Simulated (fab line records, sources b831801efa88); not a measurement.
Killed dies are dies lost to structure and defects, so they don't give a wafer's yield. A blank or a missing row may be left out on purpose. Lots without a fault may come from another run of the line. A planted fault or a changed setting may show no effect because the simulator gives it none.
Which tool did it? | flow sky130 | 13 lots, 39 wafers sampled, at 4 steps of a route of 708

WHAT THE GAUGES READ, wafer by wafer
SKY_VT_ADJUST_HVTP_TW_MEAS_11.
lot  | measured     | on            | VT_ADJUST_HVTP_TW
L516 | day 6 10:43  | film_metro-04 | 1342 1342 1347
L517 | day 6 11:18  | film_metro-02 | 1363 1373 1373
L519 | day 6 21:10  | film_metro-04 | 1343 1346 1346
L520 | day 7 03:24  | film_metro-01 | 1386 1387 1388
L521 | day 7 13:11  | film_metro-01 | 1397 1396 1396
L522 | day 7 22:25  | film_metro-01 | 1388 1397 1401
L523 | day 7 23:59  | film_metro-02 | 1370 1360 1365
L528 | day 9 12:24  | film_metro-04 | 1359 1353 1346
L530 | day 10 03:41 | film_metro-01 | 1386 1390 1389
L536 | day 11 09:33 | film_metro-02 | 1360 1366 1362
L537 | day 11 12:57 | film_metro-04 | 1346 1349 1351
L538 | day 11 22:11 | film_metro-01 | 1392 1393 1388
L539 | day 12 06:35 | film_metro-02 | 1358 1355 1351

WHICH TOOL RAN EACH LOT (tool, then ch and the chambers of the sampled wafers, then the start)
lot  | SKY_FIELD_ISO_WET_ETCH_30      | SKY_DNWELL_STRIP_08                 | SKY_NWELL_STRIP_25
L516 | wet_bench-01 ch 0, day 2 18:23 | plasma_asher-04 ch 0,1, day 3 12:11 | plasma_asher-02 ch 0,1, day 5 15:39
L517 | wet_bench-03 ch 2, day 2 19:51 | plasma_asher-04 ch 0,1, day 3 13:01 | plasma_asher-01 ch 0,1, day 5 16:54
L519 | wet_bench-02 ch 1, day 3 02:55 | plasma_asher-02 ch 0,1, day 3 21:56 | plasma_asher-01 ch 0,1, day 6 01:45
L520 | wet_bench-01 ch 3, day 3 08:38 | plasma_asher-04 ch 1, day 4 02:22   | plasma_asher-03 ch 0,1, day 6 07:24
L521 | wet_bench-03 ch 3, day 3 12:40 | plasma_asher-02 ch 0,1, day 4 11:01 | plasma_asher-01 ch 0,1, day 6 17:15
L522 | wet_bench-03 ch 0, day 3 23:37 | plasma_asher-03 ch 0,1, day 4 20:06 | plasma_asher-02 ch 0,1, day 7 03:26
L523 | wet_bench-01 ch 3, day 4 01:01 | plasma_asher-02 ch 0,1, day 4 20:07 | plasma_asher-01 ch 0, day 7 03:45
L528 | wet_bench-01 ch 3, day 5 04:30 | plasma_asher-03 ch 1, day 6 03:26   | plasma_asher-01 ch 0,1, day 8 14:36
L530 | wet_bench-03 ch 1, day 5 17:12 | plasma_asher-04 ch 0,1, day 6 14:49 | plasma_asher-01 ch 0,1, day 9 04:57
L536 | wet_bench-03 ch 0, day 6 19:35 | plasma_asher-03 ch 0,1, day 7 15:51 | plasma_asher-03 ch 0,1, day 10 09:41
L537 | wet_bench-03 ch 1, day 6 23:53 | plasma_asher-03 ch 0,1, day 7 19:46 | plasma_asher-02 ch 0,1, day 10 13:29
L538 | wet_bench-02 ch 1, day 7 06:58 | plasma_asher-03 ch 0,1, day 8 04:26 | plasma_asher-01 ch 0,1, day 10 22:30
L539 | wet_bench-03 ch 3, day 7 10:51 | plasma_asher-02 ch 0,1, day 8 10:34 | plasma_asher-03 ch 0,1, day 11 06:07
- SKY_FIELD_ISO_WET_ETCH_30: etches SiO2 in dHF, target depth 25 nm, time 50 s.
- SKY_DNWELL_STRIP_08: strips in O2/N2.
- SKY_NWELL_STRIP_25: strips in O2/N2.

WHAT THE TOOLS THEMSELVES READ (means of the sampled wafers that have a number; where no wafer has one, the mark that the record gives instead)
SKY_FIELD_ISO_WET_ETCH_30.
lot  | tool         | bath_heat_duty_pct (%) | temp_c (C)
L516 | wet_bench-01 | 6.5                    | 24.92
L517 | wet_bench-03 | 6.0                    | 25.05
L519 | wet_bench-02 | 6.8                    | 24.91
L520 | wet_bench-01 | 6.3                    | 24.86
L521 | wet_bench-03 | 6.7                    | 25.08
L522 | wet_bench-03 | 5.4                    | 24.92
L523 | wet_bench-01 | 6.6                    | 24.93
L528 | wet_bench-01 | 27.4                   | 39.76
L530 | wet_bench-03 | 6.4                    | 25.02
L536 | wet_bench-03 | 5.5                    | 25.02
L537 | wet_bench-03 | 6.6                    | 25.15
L538 | wet_bench-02 | 7.4                    | 24.92
L539 | wet_bench-03 | 6.4                    | 25.02

SKY_DNWELL_STRIP_08.
lot  | tool            | drypump_motor_current_A (A) | oes_product_au (a.u.) | strip_time_to_endpoint_s (s)
L516 | plasma_asher-04 | 6.03                        | 0.724                 | 37.09
L517 | plasma_asher-04 | 6.05                        | 0.720                 | 36.84
L519 | plasma_asher-02 | 5.81                        | 0.722                 | 37.02
L520 | plasma_asher-04 | 6.01                        | 0.720                 | 36.98
L521 | plasma_asher-02 | 6.11                        | 0.725                 | 37.18
L522 | plasma_asher-03 | 6.07                        | 0.723                 | 36.74
L523 | plasma_asher-02 | 6.09                        | 0.723                 | 37.02
L528 | plasma_asher-03 | 5.95                        | 0.720                 | 36.95
L530 | plasma_asher-04 | 6.03                        | 0.723                 | 37.06
L536 | plasma_asher-03 | 6.01                        | 0.720                 | 36.91
L537 | plasma_asher-03 | 6.05                        | 0.725                 | 36.95
L538 | plasma_asher-03 | 6.04                        | 0.721                 | 36.94
L539 | plasma_asher-02 | 6.10                        | 0.727                 | 36.85

SKY_NWELL_STRIP_25.
lot  | tool            | drypump_motor_current_A (A) | oes_product_au (a.u.) | strip_time_to_endpoint_s (s)
L516 | plasma_asher-02 | 6.09                        | 0.723                 | 36.96
L517 | plasma_asher-01 | 5.74                        | 0.726                 | 36.98
L519 | plasma_asher-01 | 5.73                        | 0.717                 | 37.18
L520 | plasma_asher-03 | 6.10                        | 0.727                 | 36.97
L521 | plasma_asher-01 | 5.72                        | 0.722                 | 36.91
L522 | plasma_asher-02 | 5.81                        | 0.722                 | 36.89
L523 | plasma_asher-01 | 5.73                        | 0.721                 | 37.07
L528 | plasma_asher-01 | 5.73                        | 0.724                 | 36.99
L530 | plasma_asher-01 | 5.72                        | 0.724                 | 36.87
L536 | plasma_asher-03 | 6.05                        | 0.726                 | 36.93
L537 | plasma_asher-02 | 6.09                        | 0.726                 | 36.87
L538 | plasma_asher-01 | 5.73                        | 0.720                 | 37.03
L539 | plasma_asher-03 | 6.02                        | 0.721                 | 36.98

THE ANSWER, worked out from the rows above alone
Rule: what is usual is taken from the lots themselves. Put in order of their means at a reading, lots are off if they are a third of the lots or fewer, leave a main group of 4 or more, and stand apart from it by a gap of 3 or more times the standard deviation of the main group's means; of several such gaps the widest counts. A main group whose means are all the same, to the digits that the tables above print for the reading, isn't used. A lot without any number at a reading at which 4 lots or more have one is off too. The other lots that the step has rows for count as sound. The gauges are gone through in route order, then the tools' own readings, and for those a lot's mean is taken as printed above. The first step at which some lot is off is used, and at that step the reading that is off furthest; a lot without a number counts as furthest.
Off: L528, at SKY_FIELD_ISO_WET_ETCH_30 (temp_c). The main group: mean 24.98 C, standard deviation 0.082.
A tool fits if, at that step or a process step before it, it ran every lot that is off, and no sound lot after the first of them. One fits: wet_bench-01 at SKY_FIELD_ISO_WET_ETCH_30. Its last sound lot is L523 (day 4 01:01), its first lot that is off L528 (day 5 04:30): a fault that began between those two fits.
The tool's own readings at SKY_FIELD_ISO_WET_ETCH_30 bear it out: on the lots that are off they differ by more than 5 times the standard deviation of the sound lots' means. bath_heat_duty_pct reads 27.4 % there against 6.4 % on the sound lots; temp_c reads 39.76 C there against 24.98 C on the sound lots.

WHAT THE SIMULATOR HAD PUT IN
Process parameter drift: wet_bench-01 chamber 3, from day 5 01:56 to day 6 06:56, at SKY_FIELD_ISO_WET_ETCH_30. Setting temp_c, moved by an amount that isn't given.
Lots struck among those shown: L528. The rule above found the same.
